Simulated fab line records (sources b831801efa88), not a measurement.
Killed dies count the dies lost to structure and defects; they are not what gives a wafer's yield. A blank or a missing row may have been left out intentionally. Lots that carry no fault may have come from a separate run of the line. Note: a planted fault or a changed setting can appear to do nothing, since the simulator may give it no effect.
The tool behind it: which one? + flow sky130 + 30 wafers from 10 lots sampled at 3 of the route's 708 steps

== WHAT THE GAUGES SHOWED, per wafer ==
SKY_POLY_GATE_THK_MEAS_01. Usual: POLY_GATE_CVD_00_THK typically reads 179.6 nm, with standard deviation 1.7.
| lot  | measured     | on            | POLY_GATE_CVD_00_THK (nm) | flag |
|------|--------------|---------------|---------------------------|------|
| L385 | day 13 21:13 | film_metro-03 | 178.8 179.5 178.7         |      |
| L387 | day 14 12:46 | film_metro-02 | 177.7 179.8 179.9         |      |
| L392 | day 16 02:34 | film_metro-03 | 180.7 181.8 181.4         |      |
| L393 | day 16 20:10 | film_metro-04 | 147.4 144.0 146.4         | OFF  |
| L394 | day 17 16:31 | film_metro-02 | 170.9 164.8 160.9         | OFF  |
| L403 | day 20 08:04 | film_metro-02 | 178.5 181.1 180.7         |      |
| L402 | day 20 09:16 | film_metro-03 | 181.4 181.3 181.6         |      |
| L405 | day 20 23:47 | film_metro-03 | 179.5 181.2 181.4         |      |
| L406 | day 21 04:14 | film_metro-04 | 179.6 178.8 176.8         |      |
| L408 | day 22 01:53 | film_metro-02 | 180.3 180.9 180.5         |      |

== TOOL THAT RAN EACH LOT (tool first, then ch and the chambers of the sampled wafers, then the start) ==
| lot  | SKY_GATE_OXIDE_STRIP_13              | SKY_POLY_GATE_CVD_00        |
|------|--------------------------------------|-----------------------------|
| L385 | plasma_asher-04 ch 0,1, day 13 16:56 | lpcvd-01 ch 1, day 13 20:00 |
| L387 | plasma_asher-04 ch 0,1, day 14 05:05 | lpcvd-01 ch 1, day 14 11:32 |
| L392 | plasma_asher-01 ch 0,1, day 15 23:14 | lpcvd-01 ch 0, day 16 01:17 |
| L393 | plasma_asher-01 ch 0,1, day 16 15:49 | lpcvd-01 ch 1, day 16 18:58 |
| L394 | plasma_asher-01 ch 0,1, day 17 12:53 | lpcvd-01 ch 0, day 17 15:19 |
| L403 | plasma_asher-04 ch 0,1, day 20 05:05 | lpcvd-01 ch 0, day 20 06:52 |
| L402 | plasma_asher-01 ch 0,1, day 20 05:17 | lpcvd-01 ch 1, day 20 08:04 |
| L405 | plasma_asher-03 ch 0,1, day 20 20:49 | lpcvd-01 ch 1, day 20 22:35 |
| L406 | plasma_asher-01 ch 0,1, day 21 01:17 | lpcvd-01 ch 0, day 21 03:02 |
| L408 | plasma_asher-04 ch 0,1, day 21 22:20 | lpcvd-01 ch 1, day 22 00:05 |
- SKY_GATE_OXIDE_STRIP_13: strips in O2/N2.
- SKY_POLY_GATE_CVD_00: deposits poly-Si, target thk 180 nm, time 720 s.

== WHAT THE TOOLS THEMSELVES READ (means of the sampled wafers that have a number; where no wafer has one, the mark that the record gives instead) ==
SKY_GATE_OXIDE_STRIP_13. Usual: drypump_motor_current_A 5.7 A, standard deviation 0.33; oes_product_au 0.716 a.u., standard deviation 0.0044; strip_time_to_endpoint_s 14.20 s, standard deviation 0.035.
| lot  | tool            | drypump_motor_current_A (A) | oes_product_au (a.u.) | strip_time_to_endpoint_s (s) | flag |
|------|-----------------|-----------------------------|-----------------------|------------------------------|------|
| L385 | plasma_asher-04 | 6.1                         | 0.715                 | 14.22                        |      |
| L387 | plasma_asher-04 | 6.1                         | 0.714                 | 14.23                        |      |
| L392 | plasma_asher-01 | 5.6                         | 0.720                 | 14.17                        |      |
| L393 | plasma_asher-01 | 5.8                         | 0.714                 | 14.22                        |      |
| L394 | plasma_asher-01 | 5.6                         | 0.716                 | 14.17                        |      |
| L403 | plasma_asher-04 | 5.9                         | 0.716                 | 14.24                        |      |
| L402 | plasma_asher-01 | 5.6                         | 0.712                 | 14.24                        |      |
| L405 | plasma_asher-03 | 5.3                         | 0.714                 | 14.22                        |      |
| L406 | plasma_asher-01 | 5.8                         | 0.712                 | 14.15                        |      |
| L408 | plasma_asher-04 | 6.1                         | 0.715                 | 14.21                        |      |

SKY_POLY_GATE_CVD_00. Usual: spike_tc_centre_C is 620.8 C with standard deviation 1.4, spike_tc_lower_C is 621.2 C with standard deviation 1.1, spike_tc_upper_C is 620.1 C with standard deviation 0.85, zone_power_bottom_pct is 12.9 % with standard deviation 0.58, zone_power_centre_pct is 8.3 % with standard deviation 0.79, zone_power_lower_pct is 9.24 % with standard deviation 0.26, and zone_power_upper_pct is 7.9 % with standard deviation 0.62.
| lot  | tool     | spike_tc_centre_C (C) | spike_tc_lower_C (C) | spike_tc_upper_C (C) | zone_power_bottom_pct (%) | zone_power_centre_pct (%) | zone_power_lower_pct (%) | zone_power_upper_pct (%) | flag |
|------|----------|-----------------------|----------------------|----------------------|---------------------------|---------------------------|--------------------------|--------------------------|------|
| L385 | lpcvd-01 | 623.3                 | 621.4                | 619.9                | 13.6                      | 9.2                       | 9.01                     | 8.6                      |      |
| L387 | lpcvd-01 | 621.1                 | 622.0                | 619.8                | 13.5                      | 9.1                       | 8.97                     | 8.6                      |      |
| L392 | lpcvd-01 | 620.3                 | 621.3                | 619.5                | 12.5                      | 7.6                       | 9.45                     | 7.3                      |      |
| L393 | lpcvd-01 | 598.8                 | 624.4                | 623.1                | 13.3                      | 5.2                       | 11.11                    | 10.5                     | OFF  |
| L394 | lpcvd-01 | 597.5                 | 624.6                | 623.5                | 12.2                      | 4.3                       | 11.75                    | 9.1                      | OFF  |
| L403 | lpcvd-01 | 619.3                 | 620.6                | 620.0                | 12.4                      | 7.6                       | 9.47                     | 7.4                      |      |
| L402 | lpcvd-01 | 622.3                 | 622.4                | 620.3                | 13.5                      | 9.0                       | 8.99                     | 8.6                      |      |
| L405 | lpcvd-01 | 621.9                 | 622.1                | 619.3                | 13.4                      | 9.2                       | 8.93                     | 8.5                      |      |
| L406 | lpcvd-01 | 618.9                 | 621.6                | 619.8                | 12.4                      | 7.6                       | 9.43                     | 7.4                      |      |
| L408 | lpcvd-01 | 621.4                 | 622.9                | 620.4                | 13.5                      | 9.2                       | 8.92                     | 8.6                      |      |

== THE ANSWER, worked out from the rows above alone ==
Rule: a lot is off if the mean of its wafers that have a number lies more than 3 standard deviations from the usual mean. A lot without any number at a reading at which 4 lots or more have one is off too. All remaining lots with rows at the step are treated as sound. First the gauges in route order, then the tools' own readings, where a lot's mean is used as printed above. At the first step where some lot is off, the reading lying furthest off is the one used; lots without a number count as furthest.
Off: L393, L394, seen at SKY_POLY_GATE_THK_MEAS_01 (POLY_GATE_CVD_00_THK).
A tool fits if, at a process step before that reading, it ran every lot that is off, and no sound lot after the first of them. The gauges at SKY_POLY_GATE_THK_MEAS_01 aren't tried: what is off there is off at SKY_POLY_GATE_CVD_00 too, on other tools, and a gauge's error can't cause that. Not one of the candidates tried fits.

== WHAT WAS PUT IN BY THE SIMULATOR ==
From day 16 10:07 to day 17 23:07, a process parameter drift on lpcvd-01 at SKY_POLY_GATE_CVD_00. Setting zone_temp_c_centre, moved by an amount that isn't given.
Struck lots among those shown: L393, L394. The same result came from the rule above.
